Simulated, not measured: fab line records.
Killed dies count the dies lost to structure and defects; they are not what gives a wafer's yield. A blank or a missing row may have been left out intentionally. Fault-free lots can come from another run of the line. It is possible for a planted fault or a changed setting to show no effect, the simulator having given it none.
Matching of chambers    flow gf180mcu    GF_V5_CMP_04 on cmp-01 has 4 sister chambers
The step polishes SiO2. 7 wafers are shown with their chamber, then 7 later ones without.

WAFERS PAIRED WITH THEIR CHAMBERS
wafer   chamber  motorCurrentA (A)  edgeZonePressureFrac
L558.1  0        13.7               0.993
L561.4  0        13.9               0.999
L565.1  2        13.3               0.999
L565.5  3        10.7               1.008
L565.6  2        12.2               0.995
L572.2  1        11.6               1.002
L572.3  3        11.4               1.003

WAFERS WITH NO CHAMBER GIVEN
wafer   motorCurrentA (A)  edgeZonePressureFrac
L572.6  10.6               0.998
L573.3  11.7               0.997
L573.5  14.1               0.998
L573.6  11.8               0.996
L574.3  13.3               1.001
L574.5  11.9               1.001
L574.6  12.8               0.988

WHICH CHAMBER EACH WENT THROUGH
wafer   from the rows above                in truth
L572.6  can't be placed: 1 or 3 or 2       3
L573.3  can't be placed: 1 or 2 or 3       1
L573.5  can't be placed: 0 or 2            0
L573.6  can't be placed: 1 or 2 or 3 or 0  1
L574.3  can't be placed: 2 or 0 or 1       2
L574.5  can't be placed: 1 or 2 or 3       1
L574.6  can't be placed: 2 or 0 or 1       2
Correct placement for 0 of the 7. Not placeable from these rows: 7 (in 7, the candidates include the true chamber). 0 placed wrongly.
How it was worked out, from the rows above alone: a wafer's distance from a chamber is the root of the sum, over the readings, of the square of ((its reading less the chamber's mean) divided by the reading's scatter). The wafer belongs to the nearest chamber; if the next one is less than 2 further off, it can't be placed. For every chamber, the mean is computed from those of its wafers that are shown. How the scatter is found: for the shown wafers, subtract from each reading the mean of its chamber, square and add these, divide the total by (wafers less chambers), then take the root.
